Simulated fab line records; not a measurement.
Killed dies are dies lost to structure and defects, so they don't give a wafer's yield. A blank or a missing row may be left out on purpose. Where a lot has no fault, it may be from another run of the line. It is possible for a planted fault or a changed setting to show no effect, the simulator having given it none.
Chamber matching    flow sky130    4 sister chambers for SKY_VIA2_ETCH_15 on rie diel-02
The step etches SiO2 in C4F8/O2/Ar, stops on TiN, target depth 546 nm, time 84 s. 8 wafers are shown with their chamber, then 8 later ones without.

WAFERS, EACH WITH ITS CHAMBER
wafer   chamber  oes product au (a.u.)
L079.3  1        0.939
L079.6  1        0.934
L080.4  2        0.935
L080.5  3        0.937
L080.6  2        0.942
L083.2  3        0.941
L083.5  0        0.942
L085.3  0        0.944

WAFERS WHOSE CHAMBER IS MISSING
wafer   oes product au (a.u.)
L085.4  0.938
L085.6  0.938
L086.3  0.941
L086.5  0.941
L086.6  0.940
L096.1  0.941
L096.5  0.940
L096.6  0.943

CHAMBER TAKEN BY EACH
wafer   from the rows above                in truth
L085.4  can't be placed: 2 or 3 or 1 or 0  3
L085.6  can't be placed: 2 or 3 or 1 or 0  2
L086.3  can't be placed: 3 or 0 or 2 or 1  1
L086.5  can't be placed: 3 or 0 or 2 or 1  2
L086.6  can't be placed: 3 or 2 or 0 or 1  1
L096.1  can't be placed: 3 or 0 or 2 or 1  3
L096.5  can't be placed: 3 or 2 or 0 or 1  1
L096.6  can't be placed: 0 or 3 or 2 or 1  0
Correctly placed: 0 of 8. Cannot be placed on the basis of these rows: 8; the candidates contain the true chamber in 8. 0 placed wrongly.
How it was worked out, from the rows above alone: a wafer's distance from a chamber is the root of the sum, over the readings, of the square of ((its reading less the chamber's mean) divided by the reading's scatter). The wafer belongs to the nearest chamber; if the next one is less than 2 further off, it can't be placed. A chamber's mean is the mean of its shown wafers. The scatter is the square root of a quotient: the sum, over the shown wafers, of each reading's squared deviation from its chamber's mean, divided by wafers minus chambers.
